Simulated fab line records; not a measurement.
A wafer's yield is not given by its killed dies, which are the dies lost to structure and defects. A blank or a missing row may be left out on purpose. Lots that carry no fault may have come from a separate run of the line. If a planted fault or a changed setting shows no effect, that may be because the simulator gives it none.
A struck lot beside a sound one	flow sky130	15 out of 708 route steps
Sound: wafers L564.3, L564.4, L564.5. Struck: wafers L566.2, L566.5, L566.6. At the end, the cause is stated.
Each step with rows lists, per side, the tool, then ch with its chambers, then its first start. Under that, the readings that differ: sound wafers	struck wafers	difference of the means	sigmas: that difference in standard deviations of wafers without a fault.
alike: words and numbers the same on both sides, and readings whose means are apart by under 2 such deviations; not compared: readings that were withheld, readings missing a value for some wafer, numbers with overlapping values and no deviation given by the record, and bounds like >300 which may hide the same value.
A row with sigmas, a row that says differs or no value, or rows on one side alone: a step with any of these is where the two part. When numbers do not overlap yet have no deviation, they are printed without sigmas and do not part them. A reading that every wafer of one side lacks parts them only if that side has two wafers or more.

first, 7 steps without rows for these wafers: SKY_LDD_N_DEHYDRATE_00 (time 60 s); SKY_LDD_N_HMDS_01 (prime time 60 s); SKY_LDD_N_COAT_02 (resist thk 300 nm); SKY_LDD_N_SOFTBAKE_03 (time 60 s); SKY_LDD_N_EXPOSE_04 (exposes mask NTM, target cd 840 nm); SKY_LDD_N_PEB_05; SKY_LDD_N_DEVELOP_06 (develop time 60 s).
SKY_LDD_N_OVL_MEAS_07:
  sound on overlay-02, day 23 18:29; struck on overlay-02, day 24 01:38
  alike: LDD_N_OVL
then, 4 steps without rows for these wafers: SKY_LDD_N_IMPLANT_08; SKY_LDD_N_IMPLANT_09; SKY_LDD_N_IMPLANT_10; SKY_LDD_N_IMPLANT_11.
SKY_LDD_N_IMPLANT_12:
  sound on implanter-02 ch 0, day 23 19:10; struck on implanter-02 ch 0, day 24 02:17
reading	sound	struck	difference	sigmas
beam_energy_keV	49.986 49.996 49.969	29.445 29.482 29.456	-20.523	-99 or more
model.implant.rp_nm (nm)	33.32 33.32 33.32	20.39 20.39 20.39	-12.93	
model.implant.drp_nm (nm)	18.83 18.83 18.83	12.95 12.95 12.95	-5.88	
following that, these wafers have no rows for 1 step: SKY_LDD_N_IMPLANT_13.
-- record jumps: 26 days separate the struck wafers' starts on either side; left off in module LDD_N, taken up again in module PAD_OPEN, whose first shown step is the route's number 708 --
SKY_PAD_OPEN_PROBE_99:
  sound on prober-02, day 49 14:15; struck on prober-02, day 49 18:03
reading	sound	struck	difference	sigmas
model.etest.nfet_01v8_lvt.vt_sat_v (V)	0.5484 0.5568 0.5455	0.482 0.4983 0.5025	-0.056	
model.etest.sram_nfet_pass.vt_sat_v (V)	0.5644 0.5832 0.5801	0.5248 0.5638 0.5305	-0.0362	
model.etest.nfet_01v8.vt_sat_v (V)	0.6524 0.6585 0.6542	0.609 0.6236 0.6212	-0.037	
model.etest.nfet_01v8_lvt.vt_v (V)	0.623 0.6161 0.6167	0.5863 0.5929 0.596	-0.0269	
model.etest.nfet_01v8.vt_v (V)	0.704 0.7047 0.704	0.6803 0.6882 0.6866	-0.0192	
model.etest.nfet_01v8_swapped.vt_v (V)	0.7044 0.7052 0.7047	0.6814 0.6892 0.6878	-0.0186	
  alike: killed_at_M0_to_M3, killed_at_M4_up, killed_at_contacts, killed_at_front_end, killed_at_other, killed_dies, killed_on_rim, killed_open, killed_short

## WHERE THEY PART
SKY_LDD_N_IMPLANT_12 only, going by this record. Later steps at which nothing parts them and some readings are alike: SKY_PAD_OPEN_PROBE_99.

WHY: what the simulator had put in
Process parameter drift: implanter-02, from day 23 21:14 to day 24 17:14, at SKY_LDD_N_IMPLANT_12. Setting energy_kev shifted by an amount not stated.
